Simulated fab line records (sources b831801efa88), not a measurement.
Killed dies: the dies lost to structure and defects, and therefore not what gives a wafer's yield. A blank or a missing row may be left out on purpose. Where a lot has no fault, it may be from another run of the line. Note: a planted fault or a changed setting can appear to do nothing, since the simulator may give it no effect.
Problem report in the 8D (eight disciplines) form, filled by code | flow gf180mcu | the parts of the form that need people (team, actions taken, sign-off) are left out

1. WHAT IS WRONG
Mean of run length s at GF_STI_WET_ETCH_28: 49.8 s over 3 wafers from 1 lot, against 68.4 s (standard deviation 2.7) on wafers with no fault. That puts it -6.9 standard deviations away from the usual mean.
The step: etches SiO2 in dHF, target depth 20 nm, time 40 s.
Seen first at day 3 22:28 on wet bench-01, wafer L108.3. The record holds 39 wafers of 13 lots with a number at this step. By rule, "out" or "out of limits" means more than 4 standard deviations away from the usual mean. The other wafers with a number count as sound.

2. WHAT IT IS AND WHAT IT IS NOT
question                    | is                     | is not
which readings at this step | run length s           | bath heat duty pct
which lots                  | L108                   | L100, L101, L103, L115, L116, L117, L118, L119, L120, L121, L122, L123
which wafers of those lots  | all that have a number | -
read on which tools         | wet bench-01           | wet bench-03, wet bench-04
when                        | from day 3 22:28       | up to then (9 sound wafers); but 27 sound wafers of L115, L116, L117, L118, L119, L120, L121, L122, L123 came after

3. THE SUSPECTS, EACH WITH WHAT RULES IT OUT
Counting: a tool stays on the suspect list if, at a process step up to the reading, it processed all lots that are out and no sound lot following the first of them.
- wet bench-01 at GF_STI_WET_ETCH_28 (etches SiO2 in dHF, target depth 20 nm, time 40 s): ruled out as a lasting fault. Following L108 (day 3 22:28), the first lot on it that is out, the sound lots L120 were run on it.
Left after counting: nothing in the record.

4. THE CAUSE (what the simulator had put in)
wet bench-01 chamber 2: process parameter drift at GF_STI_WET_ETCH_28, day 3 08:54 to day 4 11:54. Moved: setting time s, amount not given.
Counting ruled it out, wrongly.

5. SEQUENCE OF EFFECTS, ordered by route
Each row: a reading whose mean over the struck wafers that have a number lies more than 3 standard deviations from the usual. Readings are gone through only where the record gives a usual standard deviation; hours: the median, over the lots, of the time from a lot's start at the first step in this table giving one to that lot's start at this step; sigmas: the change measured in usual standard deviations.
hours | step               | reading      | usual  | on struck wafers | change | sigmas
0     | GF_STI_WET_ETCH_28 | run length s | 68.4 s | 49.8             | -18.6  | -6.9
Its process steps:
- GF_STI_WET_ETCH_28: etches SiO2 in dHF, target depth 20 nm, time 40 s.

6. HOW IT WOULD HAVE BEEN CAUGHT EARLIER
In this record the first reading out of limits was taken at day 3 22:28, 14 hours after the fault began at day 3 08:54.
